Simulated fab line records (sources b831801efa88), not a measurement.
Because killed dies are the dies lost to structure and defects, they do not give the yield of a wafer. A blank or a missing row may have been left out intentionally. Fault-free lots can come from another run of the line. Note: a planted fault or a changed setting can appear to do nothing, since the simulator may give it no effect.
Code-filled problem report in 8D (eight disciplines) form :: flow gf180mcu :: the parts of the form that need people (team, actions taken, sign-off) are left out

## 1. WHAT IS WRONG
Mean NSD_RS at GF_PSD_RS_MEAS_14: 43.90 ohm/sq over 6 wafers in 2 lots; fault-free wafers: 46.10 ohm/sq, standard deviation 0.079. Measured from the usual mean, that is -28 standard deviations.
The step: measures by four-point-probe.
Seen first at day 15 13:09 on film metro-02, wafer L767.3. Wafers with a number at this step in the record: 39, from 13 lots. Rule for "out", or "out of limits": more than 4 standard deviations from the usual mean. The other wafers with a number count as sound.

## 2. WHAT IT IS, WHAT IT ISN'T
question: which readings at this step
is: NSD_RS
is not: -

question: which lots
is: L767, L768
is not: L763, L764, L765, L766, L776, L777, L778, L781, L783, L784, L785

question: which wafers of those lots
is: all that have a number
is not: -

question: read on which gauges
is: film metro-01, film metro-02
is not: film metro-03

question: when
is: from day 15 13:09
is not: up to then (12 sound wafers); but 21 sound wafers of L776, L777, L778, L781, L783, L784, L785 came after

## 3. WHAT RULES OUT EACH SUSPECT
Counting: a tool stays on the suspect list if, at a process step up to the reading, it processed all lots that are out and no sound lot following the first of them.
- the gauge at GF_PSD_RS_MEAS_14 is ruled out. 2 gauges (film metro-01, film metro-02) read the wafers that are out.
- rtp anneal-01 at GF_PSD_RTA_13 (time 20 s): ruled out as a lasting fault. Following L767 (day 15 13:04), the first lot on it that is out, the sound lots L776, L781, L784, L785 were run on it.
Left after counting: nothing in the record.

## 4. THE CAUSE (what the simulator had put in)
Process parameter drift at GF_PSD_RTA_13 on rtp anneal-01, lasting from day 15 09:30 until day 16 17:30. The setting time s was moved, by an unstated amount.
The count ruled it out by mistake, since the rule takes a fault to strike every lot its tool runs from the start of the fault on, and this one did not do so.

## 5. THE EFFECT CHAIN, in route order
Rows list readings where the struck wafers' mean (over those with a number) sits beyond 3 standard deviations from the usual. Scope: only readings with a usual standard deviation given in the record; hours: median across lots of the time from each lot's start at the first step in this table that gives one to its start at this step; sigmas: change in usual standard deviations.
hours: 0
step: GF_PSD_RTA_13
reading: run length s
usual: 48.8 s
on struck wafers: 59.1
change: +10.3
sigmas: +20

hours: 0
step: GF_PSD_RS_MEAS_14
reading: NSD_RS
usual: 46.10 ohm/sq
on struck wafers: 43.90
change: -2.20
sigmas: -28

hours: 0
step: GF_PSD_RS_MEAS_15
reading: PSD_RS
usual: 108.49 ohm/sq
on struck wafers: 103.90
change: -4.59
sigmas: -18
Process steps it contains:
- GF_PSD_RTA_13: time 20 s.

## 6. HOW IT WOULD HAVE BEEN CAUGHT EARLIER
In this record the first reading out of limits at a measuring or inspecting step was taken at day 15 13:09, 4 hours after the fault began at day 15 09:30.
At GF_PSD_RTA_13, the tool's own readings (run length s) were out on each struck wafer the step has a row for, so an alarm limit on them would have fired on the first such wafer.
